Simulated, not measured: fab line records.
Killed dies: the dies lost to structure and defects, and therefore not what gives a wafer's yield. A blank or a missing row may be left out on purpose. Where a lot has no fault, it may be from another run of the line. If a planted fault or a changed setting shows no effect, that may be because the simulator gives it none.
Check for tools in common ; flow gf180mcu ; Sample size 12 lots and 36 wafers

REASON IT WAS OPENED
At GF_PSD_TW_MEAS_11 the reading PSD_TW is flagged on 2 of 12 lots. Fault-free wafers read 3209, with a standard deviation of 41.
Rule: a lot is flagged when every wafer of it that has a number lies more than 4 standard deviations from that mean, or none has a number. All remaining lots are regarded as sound.

lot;measured;on;PSD_TW, wafer by wafer;flag
L296;day 14 11:27;filmMetro-03;3208 3190 3193;
L297;day 14 13:37;filmMetro-04;3138 3144 3150;
L298;day 14 21:41;filmMetro-03;3208 3214 3200;
L299;day 15 09:21;filmMetro-03;3197 3188 3195;
L301;day 15 21:08;filmMetro-01;3263 3276 3264;
L303;day 16 14:56;filmMetro-01;3259 3278 3275;
L304;day 16 20:10;filmMetro-04;3198 3179 3197;
L306;day 17 15:19;filmMetro-03;3182 3191 3196;
L310;day 19 00:47;filmMetro-04;3388 3396 3398;FLAGGED
L311;day 19 11:23;filmMetro-04;3411 3406 3392;FLAGGED
L318;day 21 20:05;filmMetro-03;3194 3195 3193;
L319;day 22 15:03;filmMetro-03;3179 3157 3174;
The numbers of the flagged lots are 3398 on average: +190 against the usual, or +5 standard deviations.

WHICH TOOL RAN EACH LOT
2 process steps preceding the reading are held in the record, out of 602 steps in the route. Every cell lists first the tool, next ch and the chambers used by the sampled wafers, and last the start.
lot;flag;GF_PSD_IMPLANT_09;GF_PSD_STRIP_10
L296;;implanter-03 ch 0, day 14 11:13;plasmaAsher-02 ch 0,1, day 14 11:20
L297;;implanter-04 ch 0, day 14 13:24;plasmaAsher-02 ch 0,1, day 14 13:32
L298;;implanter-03 ch 0, day 14 21:26;plasmaAsher-04 ch 0,1, day 14 21:35
L299;;implanter-04 ch 0, day 15 09:06;plasmaAsher-04 ch 0,1, day 15 09:15
L301;;implanter-03 ch 0, day 15 20:55;plasmaAsher-02 ch 0,1, day 15 21:02
L303;;implanter-04 ch 0, day 16 14:41;plasmaAsher-04 ch 0,1, day 16 14:50
L304;;implanter-03 ch 0, day 16 19:56;plasmaAsher-02 ch 0,1, day 16 20:03
L306;;implanter-03 ch 0, day 17 15:02;plasmaAsher-04 ch 0,1, day 17 15:11
L310;FLAGGED;implanter-04 ch 0, day 19 00:32;plasmaAsher-03 ch 0,1, day 19 00:41
L311;FLAGGED;implanter-04 ch 0, day 19 11:08;plasmaAsher-03 ch 0,1, day 19 11:17
L318;;implanter-02 ch 0, day 21 19:52;plasmaAsher-02 ch 0,1, day 21 19:59
L319;;implanter-03 ch 0, day 22 14:48;plasmaAsher-03 ch 0,1, day 22 14:57
What the steps here do:
- GF_PSD_IMPLANT_09
- GF_PSD_STRIP_10: strips in O2/N2.
- GF_PSD_TW_MEAS_11

FLAGGED OVER TOTAL, TOOL BY TOOL (the gauges that took the reading come last)
step;tool;lots run;flagged;share of the flagged lots;sound lots run after its first flagged lot
GF_PSD_IMPLANT_09;implanter-02;1;0;none;-
GF_PSD_IMPLANT_09;implanter-03;6;0;none;-
GF_PSD_IMPLANT_09;implanter-04;5;2;all;0
GF_PSD_STRIP_10;plasmaAsher-02;5;0;none;-
GF_PSD_STRIP_10;plasmaAsher-03;3;2;all;1 (L319)
GF_PSD_STRIP_10;plasmaAsher-04;4;0;none;-
GF_PSD_TW_MEAS_11;filmMetro-01;2;0;none;-
GF_PSD_TW_MEAS_11;filmMetro-03;6;0;none;-
GF_PSD_TW_MEAS_11;filmMetro-04;4;2;all;0

WHAT IS ALLOWED BY THE TABLE
implanter-04 at GF_PSD_IMPLANT_09, plasmaAsher-03 at GF_PSD_STRIP_10 and filmMetro-04 at GF_PSD_TW_MEAS_11: these 3 rows of the table ran every flagged lot.
- implanter-04 at GF_PSD_IMPLANT_09 ran 5 lots, 2 of them flagged. Its last sound lot is L303 (day 16 14:41), its first flagged lot L310 (day 19 00:32): a fault that began between those two fits. Its own readings (beamEnergyKeV) fall more than 4 standard deviations out on all wafers of the flagged lots.
- plasmaAsher-03 at GF_PSD_STRIP_10 ran 3 lots, 2 of them flagged. Sound lots ran on it after the first flagged one (L319), which a lasting fault on the whole tool wouldn't allow. Its own readings (stripTimeToEndpointS) fall more than 4 standard deviations out on all wafers of the flagged lots.
- filmMetro-04 at GF_PSD_TW_MEAS_11 ran 4 lots, 2 of them flagged. Its last sound lot is L304 (day 16 20:10), its first flagged lot L310 (day 19 00:47): a fault that began between those two fits.
These 2 tools cannot be told apart by counting lots, since each of them fits a fault that started at some hour. More lots, or a look at what each step does to the wafer, might.

WHAT THE SIMULATOR HAD PUT IN
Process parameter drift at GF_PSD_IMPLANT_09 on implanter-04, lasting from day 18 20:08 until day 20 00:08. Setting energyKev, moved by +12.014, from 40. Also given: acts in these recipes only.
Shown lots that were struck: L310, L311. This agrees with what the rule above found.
